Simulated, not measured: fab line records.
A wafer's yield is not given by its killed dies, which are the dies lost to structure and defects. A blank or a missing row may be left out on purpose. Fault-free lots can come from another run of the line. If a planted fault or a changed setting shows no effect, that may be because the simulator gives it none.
Problem report, 8D (eight disciplines) form, completed by code || flow gf180mcu || the parts of the form that need people (team, actions taken, sign-off) are left out

## 1. THE ISSUE
At GF_M5_CD_MEAS_07, cdNm averages 270.9 nm over 9 wafers from 3 lots, while fault-free wafers read 280.5 nm, standard deviation 1.1. Relative to the usual mean, that is a shift of -8.7 standard deviations.
The step: target cd 280 nm.
The first sign was on wafer L797.1 at day 31 09:18, on cdSem-02. The record has a number at this step for 36 wafers belonging to 12 lots. The rule behind "out" and "out of limits": a value lying over 4 standard deviations away from the usual mean. All remaining wafers that have a number are taken as sound.

## 2. WHAT IT IS; WHAT IT IS NOT
{"question": "which readings at this step", "is": "cdNm", "is not": "-"}
{"question": "which lots", "is": "L797, L798, L800", "is not": "L780, L781, L782, L784, L785, L787, L789, L791, L793"}
{"question": "which wafers of those lots", "is": "all that have a number", "is not": "-"}
{"question": "read on which gauges", "is": "cdSem-02", "is not": "cdSem-01"}
{"question": "when", "is": "from day 31 09:18", "is not": "up to then (27 sound wafers)"}

## 3. SUSPECTS, AND WHAT RULES EACH OUT
Counting: any tool at a process step up to the reading is kept as a suspect provided that every lot that is out went through it and no sound lot did after the first of them.
- ruled out: the gauge at GF_M5_CD_MEAS_07. All the wafers that are out were read on cdSem-02, but those of them that GF_M5_PEB_05 has rows for are out there too, on other tools.
- lithoTrack-03 at GF_M5_PEB_05 (peb time 90 s): kept. It ran every lot that is out, first L797 (day 31 08:57), and no sound lot after that; its last sound lot up to then is L793 (day 30 05:15). On those wafers its own readings are out: heaterPowerTotalW, plateTempC.
After counting, what remains is lithoTrack-03 at GF_M5_PEB_05.

## 4. THE CAUSE (what the simulator had put in)
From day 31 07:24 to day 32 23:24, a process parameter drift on lithoTrack-03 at GF_M5_PEB_05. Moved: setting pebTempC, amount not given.
This tool alone remained once counting was done.

## 5. THE CHAIN OF EFFECTS, in route order
Each row: a reading where the mean over the struck wafers with a number is more than 3 standard deviations away from the usual. Readings are gone through only where the record gives a usual standard deviation; hours: the median, over the lots, of the time from a lot's start at the first step in this table giving one to that lot's start at this step; sigmas: the change measured in usual standard deviations.
{"hours": 0, "step": "GF_M5_PEB_05", "reading": "heaterPowerTotalW", "usual": "85.69 W", "on struck wafers": 90.41, "change": "+4.72", "sigmas": "+55"}
{"hours": 0, "step": "GF_M5_PEB_05", "reading": "plateTempC", "usual": "134.99 C", "on struck wafers": 140.68, "change": "+5.69", "sigmas": "+41"}
{"hours": 0, "step": "GF_M5_CD_MEAS_07", "reading": "cdNm", "usual": "280.5 nm", "on struck wafers": 270.9, "change": -9.6, "sigmas": -8.7}
The process steps in it:
- GF_M5_PEB_05: peb time 90 s.
Later measuring or inspecting steps at which every struck wafer that the step has a row for has a number for every such reading, and none has moved that far: GF_M5_OVL_MEAS_08.

## 6. WHAT WOULD HAVE CAUGHT IT SOONER
2 hours passed between the start of the fault at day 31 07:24 and the first reading out of limits at a measuring or inspecting step in this record, taken at day 31 09:18.
The tool's own readings at GF_M5_PEB_05 were out on every struck wafer that the step has a row for (heaterPowerTotalW, plateTempC): an alarm limit on them would have fired on the first of those.
L798, L800, from the lots that are out (3), started GF_M5_PEB_05 on lithoTrack-03 later than day 31 09:18. A hold on the tool at that time would have spared those 2.
